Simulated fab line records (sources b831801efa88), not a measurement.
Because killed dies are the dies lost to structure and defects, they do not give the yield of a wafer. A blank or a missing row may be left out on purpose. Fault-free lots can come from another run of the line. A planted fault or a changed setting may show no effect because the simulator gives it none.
A lot that was struck, set against a sound lot | flow sky130 | 15 out of 708 route steps
Sound: the wafers L356.1, L356.4, L356.6. Wafers struck: L346.1, L346.3, L346.4. Last of all comes the cause.
Per side, at each step with rows, come the tool, then ch with its chambers, and then its first start. Under that, the readings that differ: sound wafers | struck wafers | difference of the means | sigmas: that difference in standard deviations of wafers without a fault.
alike: readings with means less than 2 such deviations apart, plus words and numbers identical on both sides. not compared: withheld readings, readings lacking a value on some wafer, bounds such as >300 that could conceal the same value, and numbers that have no deviation in the record and whose values overlap.
Wherever a step has rows on one side only, a row that says differs or no value, or a row with sigmas, the two part there. Non-overlapping numbers with no deviation appear without sigmas and do not part them. Lack of a reading on every wafer of one side parts them only where that side has two or more wafers.

first, 4 steps without rows for these wafers: SKY_DNWELL_EXPOSE_04 (exposes mask DNM, target cd 3000 nm); SKY_DNWELL_PEB_05; SKY_DNWELL_DEVELOP_06 (develop time 60 s); SKY_DNWELL_IMPLANT_07.
SKY_DNWELL_STRIP_08: strips in O2/N2.
  sound on plasma_asher-03 ch 0,1, day 6 13:51; struck on plasma_asher-03 ch 0,1, day 4 07:03
  alike: chamber_pressure_mTorr, drypump_motor_current_A, oes_product_au, strip_time_to_endpoint_s
  not compared: rf_hours_counter_h
SKY_DNWELL_TW_MEAS_09:
  sound: film_metro-04 at day 6 13:57; struck: film_metro-04 at day 4 07:09
  alike: DNWELL_TW
then, 6 steps without rows for these wafers: SKY_PWDE_DEHYDRATE_00 (time 60 s); SKY_PWDE_HMDS_01 (prime time 60 s); SKY_PWDE_COAT_02 (resist thk 3000 nm); SKY_PWDE_SOFTBAKE_03; SKY_PWDE_EXPOSE_04 (exposes mask PWDEM, target cd 840 nm); SKY_PWDE_PEB_05.
SKY_PWDE_DEVELOP_06: develop time 60 s.
  sound on litho_track-01 ch 0, day 7 08:00; struck on litho_track-01 ch 0, day 5 00:00
  reading              | sound             | struck            | difference | sigmas
  developer_temp_C (C) | 23.11 23.07 23.14 | 23.69 23.82 23.65 | +0.61      | +6
SKY_PWDE_OVL_MEAS_07:
  sound: overlay-02 at day 7 08:39; struck: overlay-01 at day 5 00:36
  alike: PWDE_OVL
then, 1 step without rows for these wafers: SKY_PAD_OPEN_PROBE_99.

== WHERE THEY PART ==
Only at SKY_PWDE_DEVELOP_06, within this record. Later steps at which nothing parts them and some readings are alike: SKY_PWDE_OVL_MEAS_07.

WHY: the cause the simulator had injected
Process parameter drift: litho_track-01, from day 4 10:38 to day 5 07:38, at SKY_PWDE_DEVELOP_06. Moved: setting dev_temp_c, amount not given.
